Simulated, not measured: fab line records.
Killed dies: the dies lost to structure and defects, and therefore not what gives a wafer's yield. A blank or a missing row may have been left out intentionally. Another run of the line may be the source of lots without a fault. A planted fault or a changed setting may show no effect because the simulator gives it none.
Struck lot and sound lot, side by side || flow sky130 || 24 out of 708 route steps
Sound: these wafers, L644.1, L644.2, L644.6. Struck: wafers L646.3, L646.4, L646.5. Last of all comes the cause.
Per side, at each step with rows, come the tool, then ch with its chambers, and then its first start. Under that, the readings that differ: sound wafers || struck wafers || difference of the means || sigmas: that difference in standard deviations of wafers without a fault.
alike: same words and numbers on both sides, and readings whose means sit less than 2 such deviations apart. not compared: any withheld reading, any reading some wafer has no value for, any bound like >300 that may hide the same value, and any number with overlapping values for which the record gives no deviation.
Wherever a step has rows on one side only, a row that says differs or no value, or a row with sigmas, the two part there. Numbers that have no deviation but don't overlap get no sigmas and don't part them. A reading missing from all wafers of one side parts the sides only when that side holds two or more wafers.

SKY_METAL3_METAL_ETCH_18: etches the open film in Cl2/BCl3, stops on SiO2, target depth 845 nm, time 183.1 s.
  sound on rie-metal-01 ch 0,1, day 40 08:58; struck on rie-metal-04 ch 0,1, day 40 23:50
  alike: drypump-motor-current-A, oes-product-au, throttle-valve-pct
  not compared: rf-hours-counter-h
SKY_METAL3_STRIP_19: strips in O2/N2.
  sound on plasma-asher-03 ch 0,1, day 40 09:08; struck on plasma-asher-03 ch 0,1, day 41 00:00
  alike: drypump-motor-current-A, oes-product-au, strip-time-to-endpoint-s
  not compared: rf-hours-counter-h
then, 4 steps without rows for these wafers: SKY_METAL3_STRIP_20 (strips in post etch residue remover, time 1200 s); SKY_METAL3_CLEAN_21 (cleans in IPA, time 180 s); SKY_METAL3_CLEAN_22 (cleans in O3/DIW); SKY_VIA3_HDPCVD_00 (deposits SiO2, target thk 1635 nm, time 272.5 s).
SKY_VIA3_THK_MEAS_01:
  sound on film-metro-02 at day 40 09:53; struck on film-metro-01 at day 41 00:44
  alike: VIA3_HDPCVD_THK
SKY_VIA3_CMP_02: polishes SiO2.
  sound on cmp-01 ch 1,3, day 40 09:57; struck on cmp-01 ch 0,2,3, day 41 00:47
  alike: motor-current-A, retaining-ring-pressure-frac
SKY_VIA3_BOW_MEAS_03:
  sound on film-metro-02 at day 40 10:15; struck on film-metro-02 at day 41 01:07
  alike: VIA3_BOW
then, 3 steps without rows for these wafers: SKY_VIA3_DEHYDRATE_04 (time 60 s); SKY_VIA3_HMDS_05 (prime time 60 s); SKY_VIA3_COAT_06 (resist thk 60 nm).
SKY_VIA3_COAT_07: resist thk 450 nm.
  sound on litho-track-02 ch 0, day 40 22:00; struck on litho-track-02 ch 0, day 41 12:00
{"reading": "model.KrF-thick_of_VIA3_COAT_07.thk-nm (nm)", "sound": "450.8 450.5 450.9", "struck": "458.9 458.8 458.4", "difference": "+8.0", "sigmas": ""}
then, 4 steps without rows for these wafers: SKY_VIA3_SOFTBAKE_08 (time 90 s); SKY_VIA3_EXPOSE_09 (exposes mask VIM3, target cd 200 nm); SKY_VIA3_PEB_10; SKY_VIA3_DEVELOP_11 (develop time 60 s).
SKY_VIA3_CD_MEAS_12 targets a cd of 200 nm.
  sound on cd-sem-01 at day 41 10:51; struck on cd-sem-01 at day 42 01:01
{"reading": "cd-nm (nm)", "sound": "199.6 200.0 199.5", "struck": "196.3 197.5 196.6", "difference": -2.9, "sigmas": -2}
SKY_VIA3_OVL_MEAS_13:
  sound on overlay-01 at day 41 10:58; struck on overlay-02 at day 42 01:06
  alike: VIA3_OVL
SKY_VIA3_ETCH_14: etches BARC in N2/H2, stops on SiO2, time 45.9 s, target depth 60 nm.
  sound on rie-diel-01 ch 0,2, day 41 11:00; struck on rie-diel-01 ch 2,3, day 42 01:08
  alike: drypump-motor-current-A, oes-product-au, throttle-valve-pct
  not compared: rf-hours-counter-h
SKY_VIA3_ETCH_15: etches SiO2 in C4F8/O2/Ar, stops on TiN, target depth 507 nm, time 78 s.
  sound on rie-diel-01 ch 0,2, day 41 11:03; struck on rie-diel-01 ch 2,3, day 42 01:10
{"reading": "model.KrF-thick_of_VIA3_COAT_07.thk-nm (nm)", "sound": "293.9 289.6 293.5", "struck": "298.6 301.7 301", "difference": "+8.1", "sigmas": ""}
  alike: oes-product-au
  not compared: rf-hours-counter-h
SKY_VIA3_STRIP_16: strips in O2/N2.
  sound on plasma-asher-02 ch 0,1, day 41 11:07; struck on plasma-asher-03 ch 0,1, day 42 01:16
{"reading": "strip-time-to-endpoint-s (s)", "sound": "4.140 4.117 4.139", "struck": "4.206 4.240 4.229", "difference": "+0.093", "sigmas": "+4"}
  alike: drypump-motor-current-A, oes-product-au
  not compared: rf-hours-counter-h
then, 1 step without rows for these wafers: SKY_VIA3_STRIP_17 (strips in post etch residue remover, time 1200 s).
-- the record jumps here: 6 days lie between the struck wafers' starts before and after (it left off in module VIA3 and takes up again in module PAD_OPEN, whose first step shown is number 708 of the route) --
SKY_PAD_OPEN_PROBE_99:
  only the struck wafers here have rows in the record (prober-02, day 47 18:55); the sound ones have none

WHERE THEY PART
First at SKY_VIA3_CD_MEAS_12; last, within this record, at SKY_PAD_OPEN_PROBE_99.

WHY: what had been put in by the simulator
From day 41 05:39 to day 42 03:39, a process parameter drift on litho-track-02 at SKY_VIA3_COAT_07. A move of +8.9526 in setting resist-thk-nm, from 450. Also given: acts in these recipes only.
